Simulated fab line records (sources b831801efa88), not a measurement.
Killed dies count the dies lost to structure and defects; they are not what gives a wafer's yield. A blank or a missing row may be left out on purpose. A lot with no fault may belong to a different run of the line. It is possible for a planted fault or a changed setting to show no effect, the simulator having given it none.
A lot that was struck, set against a sound lot | flow gf180mcu | 14 out of 602 route steps
Sound: these wafers, L425.2, L425.3, L425.5. The struck wafers were L421.1, L421.3, L421.4. Last of all comes the cause.
At each step with rows: each side's tool, then ch and its chambers, then its first start. Under that, the readings that differ: sound wafers | struck wafers | difference of the means | sigmas: that difference in standard deviations of wafers without a fault.
alike: readings whose means differ by less than 2 such deviations, and words and numbers that are the same on both sides. not compared: withheld readings, readings that some wafer has no value for, bounds like >300 that may hide the same value, and numbers for which the record gives no deviation and whose values overlap.
Wherever a step has rows on one side only, a row that says differs or no value, or a row with sigmas, the two part there. Non-overlapping numbers with no deviation appear without sigmas and do not part them. Lack of a reading on every wafer of one side parts them only where that side has two or more wafers.

first, 2 steps without rows for these wafers: GF_M1_CLEAN_19 (cleans in DIW); GF_V1_CVD_00 (deposits SiO2, target thk 600 nm, time 102.8 s).
GF_V1_THK_MEAS_01:
  sound on filmMetro-01, day 24 17:01; struck on filmMetro-02, day 23 12:55
reading            | sound       | struck      | difference | sigmas
V1_CVD_00_THK (nm) | 609 609 605 | 623 626 622 | +16        | +2
GF_V1_CVD_02: deposits SiO2 from TEOS, target thk 850 nm, time 94.851 s.
  sound on pecvd-04 ch 1,2, day 24 17:04; struck on pecvd-04 ch 1,2, day 23 12:59
  alike: heaterPowerW, rfFwdPowerW, susceptorTempC
  not compared: sinceWetCleanH
GF_V1_THK_MEAS_03:
  sound on filmMetro-02, day 24 17:09; struck on filmMetro-03, day 23 13:03
  alike: V1_CVD_02_THK
GF_V1_CMP_04: polishes SiO2.
  sound on cmp-01 ch 0,1,3, day 24 17:18; struck on cmp-01 ch 0,2,3, day 23 13:07
  alike: edgeZonePressureFrac, motorCurrentA, timeToEndpointS
GF_V1_BOW_MEAS_05:
  sound on filmMetro-03, day 24 17:31; struck on filmMetro-01, day 23 13:25
  alike: V1_BOW
then, 5 steps without rows for these wafers: GF_V1_DEHYDRATE_06 (time 60 s); GF_V1_HMDS_07 (prime time 60 s); GF_V1_COAT_08; GF_V1_COAT_09 (resist thk 1000 nm); GF_V1_SOFTBAKE_10 (time 60 s).
GF_V1_EXPOSE_11: exposes mask Via1, target cd 260 nm.
  struck on krfScanner-02, day 24 01:06; sound on krfScanner-02 ch 0, day 25 04:37
  no value came back on the struck wafers for exposureDoseMJCm2, focusOffsetNm (nm), stageVelMmS (mm/s); on the sound wafers exposureDoseMJCm2 reads 38.00 38.00 38.00
  alike: mask
then, 1 step without rows for these wafers: GF_V1_PEB_12 (peb time 90 s).

## WHERE THEY PART
First at GF_V1_THK_MEAS_01; last, within this record, at GF_V1_EXPOSE_11.

WHY: the cause the simulator had injected
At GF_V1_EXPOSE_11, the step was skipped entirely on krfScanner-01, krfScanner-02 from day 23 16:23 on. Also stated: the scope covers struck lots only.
